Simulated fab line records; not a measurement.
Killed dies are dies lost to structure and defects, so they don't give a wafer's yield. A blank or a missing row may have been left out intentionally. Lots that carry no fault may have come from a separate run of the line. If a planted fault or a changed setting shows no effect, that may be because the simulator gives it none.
8D (eight disciplines) problem report, filled in by code + flow gf180mcu + the parts of the form that need people (team, actions taken, sign-off) are left out

== 1. THE PROBLEM ==
Mean of oes-product-au at GF_HV_LDD_STRIP_37: 0.661 a.u. across 2 wafers in 2 lots; on wafers with no fault it is 0.715 a.u. (standard deviation 0.0047). That is -11 standard deviations from the usual mean.
The step: strips in O2/N2.
Seen first at day 14 08:18 on plasma-asher-01, wafer L610.4. At this step, 36 wafers from 12 lots have a number in the record. By rule, "out" or "out of limits" means more than 4 standard deviations away from the usual mean. All remaining wafers that have a number are taken as sound.

== 2. WHAT IT IS, WHAT IT ISN'T ==
| question                    | is                | is not                                                                                                         |
|-----------------------------|-------------------|----------------------------------------------------------------------------------------------------------------|
| which readings at this step | oes-product-au    | drypump-motor-current-A, heater-power-w, strip-time-to-endpoint-s                                              |
| which lots                  | L610, L612        | L602, L603, L604, L615, L616, L620, L621, L622, L624, L625                                                     |
| which wafers of those lots  | L610.4, L612.5    | L610.3, L610.5, L612.3, L612.6                                                                                 |
| read on which tools         | plasma-asher-01   | plasma-asher-02, plasma-asher-03                                                                               |
| when                        | from day 14 08:18 | up to then (11 sound wafers); but 23 sound wafers of L612, L615, L616, L620, L621, L622, L624, L625 came after |

== 3. WHAT RULES OUT EACH SUSPECT ==
Counting: any tool at a process step up to the reading remains a suspect provided it ran every lot that is out. Sound lots after the first of them don't rule it out here, since some wafers of a struck lot are sound.
- plasma-asher-01 at GF_VT_IMPLANT_STRIP_31 (strips in O2/N2): kept. It ran every lot that is out, first L610 (day 9 03:34).
- plasma-asher-01 at GF_HV_LDD_STRIP_37 (strips in O2/N2): kept. Every lot that is out went through it, the first being L610 (day 14 08:18); the last sound lot it ran before that was L604 (day 11 23:56). Out on those wafers are its own readings of oes-product-au.
- Within plasma-asher-01 at GF_HV_LDD_STRIP_37: the wafers that are out ran in chamber 0; their sound lot-mates ran in chamber 1.
The count leaves plasma-asher-01 at GF_HV_LDD_STRIP_37 and plasma-asher-01 at GF_VT_IMPLANT_STRIP_31.

== 4. THE CAUSE (what the simulator had put in) ==
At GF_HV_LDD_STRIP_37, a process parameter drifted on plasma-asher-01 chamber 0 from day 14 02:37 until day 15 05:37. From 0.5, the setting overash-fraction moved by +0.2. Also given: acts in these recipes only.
After counting, 2 suspects remain, this tool included.

== 5. SEQUENCE OF EFFECTS, ordered by route ==
Each row: a reading where the mean over the struck wafers with a number is more than 3 standard deviations away from the usual. Only readings for which the record gives a usual standard deviation are gone through. hours: the time from each lot's start at the first step in this table that gives one to its start at this step, as a median over the lots. sigmas: the change in usual standard deviations.
| hours | step               | reading        | usual      | on struck wafers | change | sigmas |
|-------|--------------------|----------------|------------|------------------|--------|--------|
| 0     | GF_HV_LDD_STRIP_37 | oes-product-au | 0.715 a.u. | 0.661            | -0.053 | -11    |
Here are the process steps it includes:
- GF_HV_LDD_STRIP_37: strips in O2/N2.

== 6. HOW IT WOULD HAVE BEEN CAUGHT EARLIER ==
In this record the first reading out of limits was taken at day 14 08:18, 6 hours after the fault began at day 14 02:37.
